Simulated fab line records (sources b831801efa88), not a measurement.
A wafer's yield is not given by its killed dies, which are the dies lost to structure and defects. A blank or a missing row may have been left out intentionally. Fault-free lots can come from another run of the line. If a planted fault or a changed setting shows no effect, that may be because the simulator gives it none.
Which tool is to blame? :: flow sky130 :: 13 lots with 39 wafers sampled at 3 steps, on a route of 708 steps

## WHAT EACH GAUGE READ, for each wafer
SKY_LI_CONTACT_RS_MEAS_22: measures by four-point-probe.
lot: L859
measured: day 30 15:26
on: filmMetro-02
LI_CONTACT_W_RS (ohm/sq): 0.2857 0.2860 0.2853

lot: L861
measured: day 30 16:16
on: filmMetro-02
LI_CONTACT_W_RS (ohm/sq): 0.2860 0.2861 0.2871

lot: L860
measured: day 30 17:11
on: filmMetro-01
LI_CONTACT_W_RS (ohm/sq): 0.2835 0.2834 0.2837

lot: L863
measured: day 31 03:03
on: filmMetro-04
LI_CONTACT_W_RS (ohm/sq): 0.2839 0.2851 0.2855

lot: L864
measured: day 32 00:02
on: filmMetro-02
LI_CONTACT_W_RS (ohm/sq): 0.2837 0.2852 0.2845

lot: L865
measured: day 32 01:41
on: filmMetro-01
LI_CONTACT_W_RS (ohm/sq): 0.2846 0.2881 0.2873

lot: L867
measured: day 32 10:49
on: filmMetro-01
LI_CONTACT_W_RS (ohm/sq): 0.2766 0.2793 0.2810

lot: L869
measured: day 32 23:58
on: filmMetro-01
LI_CONTACT_W_RS (ohm/sq): 0.2796 0.2862 0.2840

lot: L876
measured: day 35 17:10
on: filmMetro-02
LI_CONTACT_W_RS (ohm/sq): 0.2877 0.2829 0.2857

lot: L877
measured: day 35 19:28
on: filmMetro-01
LI_CONTACT_W_RS (ohm/sq): 0.2831 0.2855 0.2858

lot: L878
measured: day 36 01:57
on: filmMetro-04
LI_CONTACT_W_RS (ohm/sq): 0.2905 0.2881 0.2914

lot: L880
measured: day 37 14:35
on: filmMetro-01
LI_CONTACT_W_RS (ohm/sq): 0.2860 0.2854 0.2838

lot: L879
measured: day 37 16:58
on: filmMetro-04
LI_CONTACT_W_RS (ohm/sq): 0.2907 0.2874 0.2888

SKY_LOCAL_INTERCONNECT_OVL_MEAS_12.
lot: L859
measured: day 31 19:14
on: overlay-01
LOCAL_INTERCONNECT_OVL (nm): -6 -5 -5

lot: L861
measured: day 31 21:01
on: overlay-01
LOCAL_INTERCONNECT_OVL (nm): 0 7 3

lot: L860
measured: day 31 21:47
on: overlay-02
LOCAL_INTERCONNECT_OVL (nm): -4 -3 -3

lot: L863
measured: day 32 07:26
on: overlay-01
LOCAL_INTERCONNECT_OVL (nm): 1 -3 6

lot: L864
measured: day 33 03:49
on: overlay-01
LOCAL_INTERCONNECT_OVL (nm): -5 1 0

lot: L865
measured: day 33 05:01
on: overlay-01
LOCAL_INTERCONNECT_OVL (nm): -2 13 3

lot: L867
measured: day 33 13:57
on: overlay-02
LOCAL_INTERCONNECT_OVL (nm): -15 -4 -15

lot: L869
measured: day 34 02:38
on: overlay-01
LOCAL_INTERCONNECT_OVL (nm): 2 -6 0

lot: L876
measured: day 36 20:29
on: overlay-01
LOCAL_INTERCONNECT_OVL (nm): -2 2 -4

lot: L877
measured: day 36 21:47
on: overlay-02
LOCAL_INTERCONNECT_OVL (nm): 0 9 2

lot: L878
measured: day 37 04:53
on: overlay-02
LOCAL_INTERCONNECT_OVL (nm): -2 -4 -4

lot: L880
measured: day 38 16:49
on: overlay-02
LOCAL_INTERCONNECT_OVL (nm): -2 -4 -7

lot: L879
measured: day 38 19:13
on: overlay-02
LOCAL_INTERCONNECT_OVL (nm): -1 2 6

SKY_CONTACT_THK_MEAS_03.
lot: L859
measured: day 31 20:08
on: filmMetro-02
CONTACT_HDPCVD_THK (nm): 559 562 568

lot: L861
measured: day 31 22:01
on: filmMetro-01
CONTACT_HDPCVD_THK (nm): 569 567 571

lot: L860
measured: day 31 22:41
on: filmMetro-03
CONTACT_HDPCVD_THK (nm): 563 556 558

lot: L863
measured: day 32 08:23
on: filmMetro-01
CONTACT_HDPCVD_THK (nm): 562 558 562

lot: L864
measured: day 33 05:10
on: filmMetro-01
CONTACT_HDPCVD_THK (nm): 559 566 560

lot: L865
measured: day 33 06:02
on: filmMetro-02
CONTACT_HDPCVD_THK (nm): 567 566 576

lot: L867
measured: day 33 14:51
on: filmMetro-01
CONTACT_HDPCVD_THK (nm): 564 563 566

lot: L869
measured: day 34 03:39
on: filmMetro-01
CONTACT_HDPCVD_THK (nm): 565 563 557

lot: L876
measured: day 36 21:23
on: filmMetro-03
CONTACT_HDPCVD_THK (nm): 566 566 567

lot: L877
measured: day 36 22:42
on: filmMetro-03
CONTACT_HDPCVD_THK (nm): 567 563 569

lot: L878
measured: day 37 05:47
on: filmMetro-01
CONTACT_HDPCVD_THK (nm): 560 570 568

lot: L880
measured: day 38 17:43
on: filmMetro-03
CONTACT_HDPCVD_THK (nm): 560 560 568

lot: L879
measured: day 38 20:09
on: filmMetro-02
CONTACT_HDPCVD_THK (nm): 562 564 570

## TOOL THAT RAN EACH LOT (tool first, then ch and the chambers of the sampled wafers, then the start)
Record: no process step prior to these readings.

## AS READ BY THE TOOLS THEMSELVES (means over the sampled wafers that have a number; for cases with no such wafer, the mark the record gives instead)
The record holds no such reading with a usual standard deviation.

## THE ANSWER, worked out from the rows above alone
Rule: what is usual is taken from the lots themselves. The widest of any qualifying gaps counts: lots, ordered by their means at a reading, are off when they make up no more than a third of the lots, leave a main group of 4 or more, and stand apart from it by 3 or more times the standard deviation of that group's means. A main group is skipped when, at the precision printed for the reading in the tables above, its means are all equal. Also off: a lot with no number at a reading for which 4 or more lots have one. Any other lot the step has rows for is counted as sound. Order of review: gauges by route order, followed by the tools' own readings, for which a lot's mean as printed above is used. At the first step where some lot is off, the reading lying furthest off is the one used; lots without a number count as furthest.
Across all readings shown, no lot is off: no conclusion can be drawn from this.

## WHAT THE SIMULATOR HAD INSERTED
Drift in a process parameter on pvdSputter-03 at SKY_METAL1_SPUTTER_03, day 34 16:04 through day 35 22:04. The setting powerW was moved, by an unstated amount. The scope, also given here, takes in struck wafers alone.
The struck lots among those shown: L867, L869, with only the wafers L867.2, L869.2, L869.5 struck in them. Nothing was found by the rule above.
